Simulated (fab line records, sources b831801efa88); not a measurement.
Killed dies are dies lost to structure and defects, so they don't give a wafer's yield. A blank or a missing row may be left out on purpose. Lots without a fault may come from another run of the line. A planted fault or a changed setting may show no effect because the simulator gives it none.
A struck lot beside a sound one | flow sky130 | 15 steps out of a route of 708
Sound: wafers L719.1, L719.2, L719.6. Struck: wafers L709.1, L709.4, L709.6. The cause comes at the end.
At each step with rows: each side's tool, then ch and its chambers, then its first start. Under that, the readings that differ: sound wafers | struck wafers | difference of the means | sigmas: that difference in standard deviations of wafers without a fault.
alike: readings whose means differ by less than 2 such deviations, and words and numbers that are the same on both sides. not compared: withheld readings, readings that some wafer has no value for, bounds like >300 that may hide the same value, and numbers for which the record gives no deviation and whose values overlap.
The two part at a step that has a row with sigmas, a row that says differs or no value, or rows on one side only. Numbers that don't overlap but have no deviation are shown without sigmas and don't part them. A reading that every wafer of one side lacks parts them only if that side has two wafers or more.

first, 3 steps without rows for these wafers: SKY_SONOS_TUNNEL_EXPOSE_04 (exposes mask TUNM, target cd 410 nm); SKY_SONOS_TUNNEL_PEB_05; SKY_SONOS_TUNNEL_DEVELOP_06 (develop time 60 s).
SKY_SONOS_TUNNEL_CD_MEAS_07: target cd 410 nm.
  sound on cd_sem-02, day 18 01:54; struck on cd_sem-01, day 13 19:33
  alike: cd_nm
SKY_SONOS_TUNNEL_OVL_MEAS_08:
  sound on overlay-02, day 18 02:01; struck on overlay-02, day 13 19:40
  alike: SONOS_TUNNEL_OVL
then, 3 steps without rows for these wafers: SKY_SONOS_TUNNEL_IMPLANT_09; SKY_SONOS_TUNNEL_WET_ETCH_10 (etches SiO2 in dHF, target depth 14 nm, time 280 s); SKY_SONOS_TUNNEL_STRIP_11 (strips in SPM, time 600 s).
SKY_SONOS_TUNNEL_TW_MEAS_12:
  sound on film_metro-02, day 18 02:28; struck on film_metro-04, day 13 20:09
  alike: SONOS_TUNNEL_TW
then, 2 steps without rows for these wafers: SKY_SONOS_TUNNEL_CLEAN_13 (cleans in dHF, time 20 s); SKY_SONOS_ONO_OXIDATION_00 (stabilise 600 s, purge 300 s, target thk 2.6 nm).
SKY_SONOS_ONO_THK_MEAS_01:
  sound on film_metro-01, day 18 05:28; struck on film_metro-01, day 13 22:17
  alike: SONOS_ONO_OXIDATION_THK
SKY_SONOS_ONO_CVD_02: deposits Si3N4 from DCS/NH3, target thk 10.5 nm, time 180 s.
  sound on lpcvd-02 ch 0, day 18 08:53; struck on lpcvd-02 ch 1, day 13 22:39
  reading                                     | sound            | struck            | difference | sigmas
  model.Si3N4_of_SONOS_ONO_CVD_02.thk_nm (nm) | 10.68 10.6 10.61 | 5.716 5.825 5.697 | -4.884     |
  alike: spike_tc_lower_C, susceptor_temp_C
SKY_SONOS_ONO_THK_MEAS_03:
  sound on film_metro-04, day 18 10:28; struck on film_metro-01, day 13 23:55
  reading                   | sound             | struck         | difference | sigmas
  SONOS_ONO_CVD_02_THK (nm) | 10.65 10.53 10.58 | 5.74 5.83 5.71 | -4.83      | -37
  not compared: hold
-- the record jumps here: 34 days lie between the struck wafers' starts before and after (it left off in module SONOS_ONO and takes up again in module PAD_OPEN, whose first step shown is number 708 of the route) --
SKY_PAD_OPEN_PROBE_99:
  sound on prober-02, day 50 11:55; struck on prober-01, day 47 13:18
  reading                                 | sound                   | struck                  | difference | sigmas
  killed_at_contacts                      | 30 25 37                | 16 18 16                | -14        | -3
  model.etest.sonos_uncharged.r_on_ohm_um | 836.7 804 813.2         | 730.3 745.1 734.1       | -81.5      |
  model.etest.cap_ono.gate_log10_a_cm2    | -8.172 -8.242 -8.259    | -5.098 -5.298 -5.151    | +3.042     |
  model.etest.cap_ono.gate_bv_v (V)       | 16.67 16.91 17.31       | 14.2 14.39 14.31        | -2.7       |
  model.etest.cap_ono.tox_acc_nm (nm)     | 13.04 13.06 13.14       | 10.68 10.8 10.72        | -2.35      |
  model.etest.sonos_baked.vt_less_v (V)   | -0.4964 -0.4718 -0.4321 | -0.8246 -0.7711 -0.7604 | -0.3186    |
  model.etest.sonos_baked.vt_v (V)        | 0.8835 0.8782 0.8967    | 0.5512 0.6566 0.5932    | -0.2858    |
  alike: killed_at_M0_to_M3, killed_at_M4_up, killed_at_front_end, killed_at_other, killed_dies, killed_open, killed_short
  not compared: model.etest.sonos_erased.drive_ua_um, model.etest.sonos_erased.vt_v

WHERE THEY PART
First at SKY_SONOS_ONO_THK_MEAS_03; last, within this record, at SKY_PAD_OPEN_PROBE_99.

WHY: what the simulator had put in
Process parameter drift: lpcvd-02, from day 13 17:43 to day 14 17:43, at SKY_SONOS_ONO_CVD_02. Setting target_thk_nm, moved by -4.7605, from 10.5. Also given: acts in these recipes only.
